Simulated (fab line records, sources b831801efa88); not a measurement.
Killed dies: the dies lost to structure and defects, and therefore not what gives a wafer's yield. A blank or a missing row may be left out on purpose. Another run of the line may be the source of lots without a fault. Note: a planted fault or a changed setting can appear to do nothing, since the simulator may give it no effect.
Which tool did it? / flow gf180mcu / 39 wafers from 13 lots sampled at 5 of the route's 602 steps

## WHAT EACH GAUGE READ, for each wafer
GF_V2_RS_MEAS_24: a four-point-probe measurement. Usual: for V2_W_RS the level is 0.329 ohm/sq and the standard deviation is 0.0034.
lot=L245; measured=day 20 15:58; on=film-metro-03; V2_W_RS (ohm/sq)=0.332 0.333 0.331; flag=
lot=L247; measured=day 21 07:22; on=film-metro-01; V2_W_RS (ohm/sq)=0.329 0.330 0.328; flag=
lot=L248; measured=day 22 02:19; on=film-metro-03; V2_W_RS (ohm/sq)=0.326 0.321 0.327; flag=
lot=L249; measured=day 22 02:56; on=film-metro-01; V2_W_RS (ohm/sq)=0.324 0.326 0.331; flag=
lot=L250; measured=day 22 13:40; on=film-metro-01; V2_W_RS (ohm/sq)=0.327 0.331 0.330; flag=
lot=L252; measured=day 23 06:42; on=film-metro-01; V2_W_RS (ohm/sq)=0.330 0.328 0.329; flag=
lot=L259; measured=day 26 04:01; on=film-metro-03; V2_W_RS (ohm/sq)=0.329 0.328 0.325; flag=
lot=L260; measured=day 26 06:23; on=film-metro-01; V2_W_RS (ohm/sq)=0.328 0.326 0.324; flag=
lot=L261; measured=day 26 19:58; on=film-metro-04; V2_W_RS (ohm/sq)=0.331 0.334 0.332; flag=
lot=L262; measured=day 26 20:25; on=film-metro-01; V2_W_RS (ohm/sq)=0.331 0.327 0.328; flag=
lot=L263; measured=day 27 09:38; on=film-metro-04; V2_W_RS (ohm/sq)=0.333 0.330 0.332; flag=
lot=L264; measured=day 27 11:59; on=film-metro-03; V2_W_RS (ohm/sq)=0.330 0.327 0.330; flag=
lot=L267; measured=day 28 08:20; on=film-metro-01; V2_W_RS (ohm/sq)=0.332 0.332 0.331; flag=

GF_MIM_THK_MEAS_06. Usual: for MIM_CVD_05_THK the level is 42.0 nm and the standard deviation is 0.59.
lot=L245; measured=day 24 18:40; on=film-metro-02; MIM_CVD_05_THK (nm)=41.7 42.8 42.1; flag=
lot=L247; measured=day 25 09:19; on=film-metro-02; MIM_CVD_05_THK (nm)=41.8 42.6 41.8; flag=
lot=L248; measured=day 26 01:25; on=film-metro-04; MIM_CVD_05_THK (nm)=41.5 40.8 41.7; flag=
lot=L249; measured=day 26 01:50; on=film-metro-04; MIM_CVD_05_THK (nm)=41.2 42.7 42.3; flag=
lot=L250; measured=day 26 10:26; on=film-metro-03; MIM_CVD_05_THK (nm)=41.4 42.0 42.1; flag=
lot=L252; measured=day 27 03:16; on=film-metro-04; MIM_CVD_05_THK (nm)=40.5 41.2 41.2; flag=
lot=L259; measured=day 29 19:20; on=film-metro-02; MIM_CVD_05_THK (nm)=41.8 41.8 42.7; flag=
lot=L260; measured=day 29 21:18; on=film-metro-02; MIM_CVD_05_THK (nm)=41.3 42.2 42.2; flag=
lot=L261; measured=day 30 08:12; on=film-metro-02; MIM_CVD_05_THK (nm)=42.0 42.3 42.6; flag=
lot=L262; measured=day 30 11:00; on=film-metro-02; MIM_CVD_05_THK (nm)=41.4 41.7 42.1; flag=
lot=L263; measured=day 30 20:14; on=film-metro-04; MIM_CVD_05_THK (nm)=41.5 41.3 41.4; flag=
lot=L264; measured=day 30 21:46; on=film-metro-03; MIM_CVD_05_THK (nm)=40.9 41.6 41.1; flag=
lot=L267; measured=day 31 15:43; on=film-metro-03; MIM_CVD_05_THK (nm)=41.8 41.9 41.8; flag=

## TOOL THAT RAN EACH LOT (tool first, then ch and the chambers of the sampled wafers, then the start)
lot=L245; GF_V3_CMP_26=cmp-02 ch 0,1, day 22 17:51; GF_V4_CMP_04=cmp-02 ch 0,2, day 23 18:19; GF_V4_ETCH_17=rie-diel-04 ch 0,1,3, day 24 18:40 or earlier
lot=L247; GF_V3_CMP_26=cmp-01 ch 1,2, day 23 09:08; GF_V4_CMP_04=cmp-02 ch 0,3, day 24 09:43; GF_V4_ETCH_17=rie-diel-04 ch 0,1,3, day 25 09:19 or earlier
lot=L248; GF_V3_CMP_26=cmp-01 ch 1,2,3, day 24 02:08; GF_V4_CMP_04=cmp-01 ch 1,2,3, day 25 01:58; GF_V4_ETCH_17=rie-diel-04 ch 0,1, day 26 01:25 or earlier
lot=L249; GF_V3_CMP_26=cmp-02 ch 0,1, day 24 02:52; GF_V4_CMP_04=cmp-02 ch 0,2,3, day 25 02:22; GF_V4_ETCH_17=rie-diel-02 ch 1,2, day 26 01:50 or earlier
lot=L250; GF_V3_CMP_26=cmp-01 ch 2,3, day 24 12:52; GF_V4_CMP_04=cmp-02 ch 0,2, day 25 11:54; GF_V4_ETCH_17=rie-diel-04 ch 0,1,2, day 26 10:26 or earlier
lot=L252; GF_V3_CMP_26=cmp-02 ch 0,1, day 25 06:30; GF_V4_CMP_04=cmp-02 ch 2,3, day 26 05:13; GF_V4_ETCH_17=rie-diel-02 ch 0,3, day 27 03:16 or earlier
lot=L259; GF_V3_CMP_26=cmp-02 ch 0,1,3, day 28 00:23; GF_V4_CMP_04=cmp-02 ch 0,2,3, day 28 21:32; GF_V4_ETCH_17=rie-diel-01 ch 1,2,3, day 29 19:20 or earlier
lot=L260; GF_V3_CMP_26=cmp-02 ch 0,1,3, day 28 02:19; GF_V4_CMP_04=cmp-02 ch 0,1,3, day 28 23:50; GF_V4_ETCH_17=rie-diel-01 ch 0,1,2, day 29 21:18 or earlier
lot=L261; GF_V3_CMP_26=cmp-01 ch 0,1,3, day 28 15:09; GF_V4_CMP_04=cmp-02 ch 0,2,3, day 29 11:07; GF_V4_ETCH_17=rie-diel-02 ch 0,1,3, day 30 08:12 or earlier
lot=L262; GF_V3_CMP_26=cmp-01 ch 0,1,2, day 28 16:58; GF_V4_CMP_04=cmp-02 ch 0,1,3, day 29 13:35; GF_V4_ETCH_17=rie-diel-04 ch 0,1,2, day 30 11:00 or earlier
lot=L263; GF_V3_CMP_26=cmp-01 ch 2,3, day 29 03:32; GF_V4_CMP_04=cmp-01 ch 0,2,3, day 30 00:20; GF_V4_ETCH_17=rie-diel-01 ch 2,3, day 30 20:14 or earlier
lot=L264; GF_V3_CMP_26=cmp-02 ch 1,3, day 29 06:04; GF_V4_CMP_04=cmp-02 ch 0,1, day 30 02:01; GF_V4_ETCH_17=rie-diel-04 ch 1,2, day 30 21:46 or earlier
lot=L267; GF_V3_CMP_26=cmp-01 ch 0,1,2, day 30 01:25; GF_V4_CMP_04=cmp-02 ch 0,1,2, day 30 20:07; GF_V4_ETCH_17=rie-diel-04 ch 0,2,3, day 31 15:43 or earlier
- GF_V3_CMP_26: polishes, stops on SiO2, t overpolish 15 s, target thk 0 nm.
- GF_V4_CMP_04: polishes SiO2.
- GF_V4_ETCH_17: etches SiO2 in C4F8/O2/Ar, stops on TiN, target depth 630 nm.

## AS READ BY THE TOOLS THEMSELVES (means over the sampled wafers that have a number; for cases with no such wafer, the mark the record gives instead)
GF_V3_CMP_26. Usual: motor-current-A 11.2 A, standard deviation 1.4; overpolish-run-s 15.000 s, standard deviation 0.0095; platen-rpm 60.00 rpm, standard deviation 0.042; time-to-endpoint-s 82 s, standard deviation 3.6.
lot=L245; tool=cmp-02; motor-current-A (A)=11.3; overpolish-run-s (s)=15.000; platen-rpm (rpm)=59.98; time-to-endpoint-s (s)=81; flag=
lot=L247; tool=cmp-01; motor-current-A (A)=10.6; overpolish-run-s (s)=15.002; platen-rpm (rpm)=60.01; time-to-endpoint-s (s)=84; flag=
lot=L248; tool=cmp-01; motor-current-A (A)=10.2; overpolish-run-s (s)=15.006; platen-rpm (rpm)=59.99; time-to-endpoint-s (s)=85; flag=
lot=L249; tool=cmp-02; motor-current-A (A)=11.1; overpolish-run-s (s)=14.993; platen-rpm (rpm)=59.98; time-to-endpoint-s (s)=82; flag=
lot=L250; tool=cmp-01; motor-current-A (A)=9.8; overpolish-run-s (s)=14.995; platen-rpm (rpm)=59.98; time-to-endpoint-s (s)=84; flag=
lot=L252; tool=cmp-02; motor-current-A (A)=10.9; overpolish-run-s (s)=14.987; platen-rpm (rpm)=59.98; time-to-endpoint-s (s)=82; flag=
lot=L259; tool=cmp-02; motor-current-A (A)=12.0; overpolish-run-s (s)=14.997; platen-rpm (rpm)=60.00; time-to-endpoint-s (s)=77; flag=
lot=L260; tool=cmp-02; motor-current-A (A)=12.3; overpolish-run-s (s)=15.002; platen-rpm (rpm)=60.01; time-to-endpoint-s (s)=79; flag=
lot=L261; tool=cmp-01; motor-current-A (A)=10.5; overpolish-run-s (s)=15.005; platen-rpm (rpm)=60.03; time-to-endpoint-s (s)=82; flag=
lot=L262; tool=cmp-01; motor-current-A (A)=11.0; overpolish-run-s (s)=14.993; platen-rpm (rpm)=60.02; time-to-endpoint-s (s)=85; flag=
lot=L263; tool=cmp-01; motor-current-A (A)=10.2; overpolish-run-s (s)=15.009; platen-rpm (rpm)=59.98; time-to-endpoint-s (s)=86; flag=
lot=L264; tool=cmp-02; motor-current-A (A)=13.5; overpolish-run-s (s)=15.005; platen-rpm (rpm)=60.05; time-to-endpoint-s (s)=86; flag=
lot=L267; tool=cmp-01; motor-current-A (A)=11.0; overpolish-run-s (s)=14.998; platen-rpm (rpm)=60.02; time-to-endpoint-s (s)=85; flag=

GF_V4_CMP_04. Usual: motor-current-A 12.4 A, standard deviation 1.8; platen-rpm 59.99 rpm, standard deviation 0.042; time-to-endpoint-s 78 s, standard deviation 6.
lot=L245; tool=cmp-02; motor-current-A (A)=12.0; platen-rpm (rpm)=59.94; time-to-endpoint-s (s)=75; flag=
lot=L247; tool=cmp-02; motor-current-A (A)=14.0; platen-rpm (rpm)=60.02; time-to-endpoint-s (s)=79; flag=
lot=L248; tool=cmp-01; motor-current-A (A)=11.2; platen-rpm (rpm)=59.96; time-to-endpoint-s (s)=72; flag=
lot=L249; tool=cmp-02; motor-current-A (A)=13.1; platen-rpm (rpm)=59.99; time-to-endpoint-s (s)=73; flag=
lot=L250; tool=cmp-02; motor-current-A (A)=12.1; platen-rpm (rpm)=59.99; time-to-endpoint-s (s)=49; flag=OFF
lot=L252; tool=cmp-02; motor-current-A (A)=14.9; platen-rpm (rpm)=59.98; time-to-endpoint-s (s)=35; flag=OFF
lot=L259; tool=cmp-02; motor-current-A (A)=13.3; platen-rpm (rpm)=60.02; time-to-endpoint-s (s)=79; flag=
lot=L260; tool=cmp-02; motor-current-A (A)=13.2; platen-rpm (rpm)=59.99; time-to-endpoint-s (s)=76; flag=
lot=L261; tool=cmp-02; motor-current-A (A)=13.1; platen-rpm (rpm)=59.97; time-to-endpoint-s (s)=84; flag=
lot=L262; tool=cmp-02; motor-current-A (A)=13.3; platen-rpm (rpm)=60.00; time-to-endpoint-s (s)=76; flag=
lot=L263; tool=cmp-01; motor-current-A (A)=11.0; platen-rpm (rpm)=60.02; time-to-endpoint-s (s)=81; flag=
lot=L264; tool=cmp-02; motor-current-A (A)=11.7; platen-rpm (rpm)=59.97; time-to-endpoint-s (s)=90; flag=
lot=L267; tool=cmp-02; motor-current-A (A)=12.0; platen-rpm (rpm)=59.97; time-to-endpoint-s (s)=75; flag=

GF_V4_ETCH_17. Usual: oes-product-au reads 0.855 a.u. (standard deviation 0.0052).
lot=L245; tool=rie-diel-04; oes-product-au (a.u.)=0.858; flag=
lot=L247; tool=rie-diel-04; oes-product-au (a.u.)=0.855; flag=
lot=L248; tool=rie-diel-04; oes-product-au (a.u.)=0.854; flag=
lot=L249; tool=rie-diel-02; oes-product-au (a.u.)=0.853; flag=
lot=L250; tool=rie-diel-04; oes-product-au (a.u.)=0.890; flag=OFF
lot=L252; tool=rie-diel-02; oes-product-au (a.u.)=0.930; flag=OFF
lot=L259; tool=rie-diel-01; oes-product-au (a.u.)=0.856; flag=
lot=L260; tool=rie-diel-01; oes-product-au (a.u.)=0.854; flag=
lot=L261; tool=rie-diel-02; oes-product-au (a.u.)=0.855; flag=
lot=L262; tool=rie-diel-04; oes-product-au (a.u.)=0.852; flag=
lot=L263; tool=rie-diel-01; oes-product-au (a.u.)=0.856; flag=
lot=L264; tool=rie-diel-04; oes-product-au (a.u.)=0.853; flag=
lot=L267; tool=rie-diel-04; oes-product-au (a.u.)=0.852; flag=

## THE ANSWER, worked out from the rows above alone
Rule: lot off if the mean of its wafers having a number is beyond 3 standard deviations from the usual mean. A lot without any number at a reading at which 4 lots or more have one is off too. The other lots that the step has rows for count as sound. After the gauges, taken in route order, come the tools' own readings; for these a lot's mean is taken, as printed above. The first step at which some lot is off is used, and at that step the reading that is off furthest; a lot without a number counts as furthest.
Off: L250, L252, at GF_V4_CMP_04 (time-to-endpoint-s).
If a tool, at that step or one of the process steps before it, ran each lot that is off and ran no sound lot following the first of them, it fits. Not one of the candidates tried fits.

## WHAT WAS PUT IN BY THE SIMULATOR
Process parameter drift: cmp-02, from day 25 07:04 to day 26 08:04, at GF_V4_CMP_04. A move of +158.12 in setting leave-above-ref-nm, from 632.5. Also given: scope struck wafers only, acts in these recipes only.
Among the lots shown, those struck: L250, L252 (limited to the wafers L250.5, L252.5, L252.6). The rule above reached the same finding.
